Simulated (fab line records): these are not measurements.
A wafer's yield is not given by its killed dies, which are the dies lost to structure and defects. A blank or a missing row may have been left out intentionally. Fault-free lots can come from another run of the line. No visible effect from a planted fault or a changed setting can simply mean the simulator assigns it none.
Check of tool commonality | flow gf180mcu | Sample size 14 lots and 51 wafers

== REASON FOR OPENING ==
At GF_HV_LDD_TW_MEAS_50 the reading HV_LDD_4_TW is flagged on 3 of 14 lots. No-fault wafers: 574, standard deviation 10.
Rule: a lot is flagged in two cases, either no wafer of it has a number, or all its wafers with numbers fall more than 4 standard deviations from that mean. As for the other lots, they are considered sound.

lot  | measured     | on            | HV_LDD_4_TW, wafer by wafer | flag
L349 | day 13 01:41 | film metro-03 | 582 581 582                 |
L350 | day 13 07:29 | film metro-04 | 557 558 560                 |
L352 | day 14 00:26 | film metro-04 | 557 557 561                 |
L357 | day 15 20:19 | film metro-03 | 522 524 522 521 522 523     | FLAGGED
L358 | day 16 01:17 | film metro-02 | 507 508 510 508 507 507     | FLAGGED
L359 | day 16 09:18 | film metro-02 | 505 508 510 508 509 509     | FLAGGED
L362 | day 17 11:36 | film metro-04 | 564 564 560                 |
L363 | day 18 02:59 | film metro-03 | 585 584 586                 |
L364 | day 18 05:29 | film metro-02 | 574 568 569                 |
L365 | day 18 11:26 | film metro-02 | 571 571 568                 |
L366 | day 18 20:12 | film metro-02 | 569 569 569                 |
L368 | day 19 17:54 | film metro-03 | 585 586 587                 |
L369 | day 19 20:26 | film metro-03 | 589 589 585                 |
L370 | day 20 02:53 | film metro-03 | 584 584 581                 |
On average the flagged lots' numbers are 513, which is -61 against the usual, or -6 standard deviations.

== WHICH TOOL EACH LOT WENT THROUGH ==
The record holds 1 process step before the reading, out of a route of 602 steps. In each cell: the tool, then ch and the chambers that the sampled wafers went through, then the start.
lot  | flag    | GF_HV_LDD_IMPLANT_48
L349 |         | implanter-01 ch 0, day 13 01:26
L350 |         | implanter-01 ch 0, day 13 07:14
L352 |         | implanter-04 ch 0, day 14 00:13
L357 | FLAGGED | implanter-04 ch 0, day 15 20:05
L358 | FLAGGED | implanter-04 ch 0, day 16 01:02
L359 | FLAGGED | implanter-04 ch 0, day 16 09:03
L362 |         | implanter-01 ch 0, day 17 11:21
L363 |         | implanter-02 ch 0, day 18 02:47
L364 |         | implanter-01 ch 0, day 18 05:14
L365 |         | implanter-02 ch 0, day 18 11:11
L366 |         | implanter-02 ch 0, day 18 19:59
L368 |         | implanter-02 ch 0, day 19 17:39
L369 |         | implanter-01 ch 0, day 19 20:13
L370 |         | implanter-04 ch 0, day 20 02:38
These steps, and what they do:
- GF_HV_LDD_IMPLANT_48
- GF_HV_LDD_TW_MEAS_50

== FLAGGED AGAINST TOTAL, ONE TOOL AT A TIME (gauges that did the reading follow at the end) ==
step                 | tool          | lots run | flagged | share of the flagged lots | sound lots run after its first flagged lot
GF_HV_LDD_IMPLANT_48 | implanter-01  | 5        | 0       | none                      | -
GF_HV_LDD_IMPLANT_48 | implanter-02  | 4        | 0       | none                      | -
GF_HV_LDD_IMPLANT_48 | implanter-04  | 5        | 3       | all                       | 1 (L370)
GF_HV_LDD_TW_MEAS_50 | film metro-02 | 5        | 2       | some                      | 3 (L364,L365,L366)
GF_HV_LDD_TW_MEAS_50 | film metro-03 | 6        | 1       | some                      | 4 (L363,L368,L369,L370)
GF_HV_LDD_TW_MEAS_50 | film metro-04 | 3        | 0       | none                      | -

== WHAT IS ALLOWED BY THE TABLE ==
1 row of the table ran every flagged lot: implanter-04 at GF_HV_LDD_IMPLANT_48.
- implanter-04 at GF_HV_LDD_IMPLANT_48: 3 of its 5 lots flagged. After the first flagged lot (L370), sound lots still ran on it; a lasting fault on the whole tool would not permit that. Its own readings lie more than 4 standard deviations out on every wafer of the flagged lots: tilt deg.
None of the table's rows ran every flagged lot and, after the first, no sound lot.

== WHAT THE SIMULATOR PUT IN ==
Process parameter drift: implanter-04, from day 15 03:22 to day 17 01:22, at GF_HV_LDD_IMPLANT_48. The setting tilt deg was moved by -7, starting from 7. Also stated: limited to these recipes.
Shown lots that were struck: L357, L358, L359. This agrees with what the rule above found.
